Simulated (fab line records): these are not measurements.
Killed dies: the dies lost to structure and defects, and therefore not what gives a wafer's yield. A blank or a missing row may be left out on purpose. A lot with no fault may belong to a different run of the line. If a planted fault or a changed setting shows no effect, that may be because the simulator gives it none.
Problem report in the 8D (eight disciplines) form, filled by code ; flow sfq line ; the parts of the form that need people (team, actions taken, sign-off) are left out

## 1. WHAT IS WRONG
Wafers without a fault read 60.00 rpm with a standard deviation of 0.044, while platen rpm at SFQ_TRILAYER_I7_CMP_CMP_184 averages 54.01 rpm across 2 wafers of 1 lot. That is -99 or more standard deviations from the usual mean.
The step: polishes SiO2.
The first sign was on wafer L679.2 at day 77 11:00, on cmp-02. The record has a number at this step for 39 wafers belonging to 13 lots. The rule behind "out" and "out of limits": a value lying over 4 standard deviations away from the usual mean. Any other wafer with a number is counted as sound.

## 2. WHAT IT IS; WHAT IT IS NOT
question;is;is not
which readings at this step;platen rpm;motor current A
which lots;L679;L675, L681, L687, L688, L690, L691, L692, L693, L694, L695, L696, L698
which wafers of those lots;L679.2, L679.6;L679.1
read on which tools;cmp-02;cmp-01
when;from day 77 11:00;"up to then (3 sound wafers); but 34 sound wafers of L679, L681, L687, L688, L690, L691, L692, L693, L694, L695, L696, L698 came after"

## 3. WHAT RULES OUT EACH SUSPECT
Counting: a tool at a process step up to the reading stays a suspect if it ran every lot that is out. Sound lots after the first of them don't rule it out here, since some wafers of a struck lot are sound.
- cmp-02 at SFQ_TRILAYER_I7_CMP_CMP_184 (polishes SiO2): kept. It ran the lot that is out, L679 (day 77 11:00). Out on those wafers are its own readings of platen rpm.
- At SFQ_TRILAYER_I7_CMP_CMP_184 on cmp-02, chamber 3 took the sound wafers of the same lots and chamber 1 took the wafers that are out.
After counting, what remains is cmp-02 at SFQ_TRILAYER_I7_CMP_CMP_184.

## 4. THE CAUSE (what the simulator had put in)
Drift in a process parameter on cmp-02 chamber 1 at SFQ_TRILAYER_I7_CMP_CMP_184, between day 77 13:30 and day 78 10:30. A move of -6 in setting platen rpm, from 60. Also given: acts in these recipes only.
After counting, this tool was the only one left.

## 5. SEQUENCE OF EFFECTS, ordered by route
Each row: a reading where the mean over the struck wafers with a number is more than 3 standard deviations away from the usual. Readings are gone through only where the record gives a usual standard deviation; hours: the median, over the lots, of the time from a lot's start at the first step in this table giving one to that lot's start at this step; sigmas: the change measured in usual standard deviations.
hours;step;reading;usual;on struck wafers;change;sigmas
0;SFQ_TRILAYER_I7_CMP_CMP_184;platen rpm;60.00 rpm;54.01;-5.99;-99 or more
The process steps in it:
- SFQ_TRILAYER_I7_CMP_CMP_184: polishes SiO2.

## 6. WHAT WOULD HAVE CAUGHT IT SOONER
In this record the first reading out of limits was taken at day 77 11:00.
